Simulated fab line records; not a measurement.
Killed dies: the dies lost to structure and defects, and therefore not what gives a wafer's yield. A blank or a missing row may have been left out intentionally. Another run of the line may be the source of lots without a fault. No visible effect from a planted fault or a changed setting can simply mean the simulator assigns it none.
Which tool was responsible? | flow gf180mcu | 7 lots with 21 wafers sampled at 3 steps, on a route of 602 steps

== WHAT THE GAUGES READ, wafer by wafer ==
GF_NWELL_TW_MEAS_11.
lot  | measured    | on            | NWELL_TW
L747 | day 3 13:08 | film metro-01 | 1577 1572 1566
L752 | day 4 17:11 | film metro-04 | 30 30 30
L758 | day 6 02:56 | film metro-04 | 1558 1556 1551
L761 | day 6 20:04 | film metro-01 | 1578 1586 1587
L763 | day 7 06:02 | film metro-01 | 1565 1581 1564
L766 | day 7 21:26 | film metro-01 | 1574 1580 1574
L769 | day 8 13:11 | film metro-04 | 1564 1559 1562

== WHICH TOOL RAN EACH LOT (tool, then ch and the chambers of the sampled wafers, then the start) ==
lot  | GF_DNWELL_STRIP_08                  | GF_NWELL_STRIP_10
L747 | plasma asher-01 ch 0,1, day 3 00:03 | plasma asher-03 ch 0,1, day 3 13:02
L752 | plasma asher-01 ch 0,1, day 4 03:17 | plasma asher-03 ch 0,1, day 4 17:06
L758 | plasma asher-01 ch 0,1, day 5 11:43 | plasma asher-03 ch 0,1, day 6 02:51
L761 | plasma asher-03 ch 0,1, day 6 04:27 | plasma asher-02 ch 1, day 6 19:58
L763 | plasma asher-01 ch 0,1, day 6 13:32 | plasma asher-04 ch 0,1, day 7 05:57
L766 | plasma asher-02 ch 0, day 7 04:47   | plasma asher-03 ch 0, day 7 21:20
L769 | plasma asher-03 ch 0,1, day 7 19:54 | plasma asher-02 ch 0,1, day 8 13:05
- GF_DNWELL_STRIP_08: strips in O2/N2.
- GF_NWELL_STRIP_10: strips in O2/N2.

== THE ANSWER, worked out from the rows above alone ==
Rule: what is usual is taken from the lots themselves. Put in order of their means at a reading, lots are off if they are a third of the lots or fewer, leave a main group of 4 or more, and stand apart from it by a gap of 3 or more times the standard deviation of the main group's means; of several such gaps the widest counts. The tables above print the reading to a certain number of digits; a main group whose means all agree to those digits is not used. Also off: a lot with no number at a reading for which 4 or more lots have one. The other lots that the step has rows for count as sound.
Off: at GF_NWELL_TW_MEAS_11 (NWELL_TW), L752. Main group: mean 1570, sd 9.3.
A tool fits if, at a process step before that reading, it ran every lot that is off, and no sound lot after the first of them. Those tools and the gauges at GF_NWELL_TW_MEAS_11 are tried in the same way. Not one of the candidates tried fits.

== WHAT THE SIMULATOR HAD INSERTED ==
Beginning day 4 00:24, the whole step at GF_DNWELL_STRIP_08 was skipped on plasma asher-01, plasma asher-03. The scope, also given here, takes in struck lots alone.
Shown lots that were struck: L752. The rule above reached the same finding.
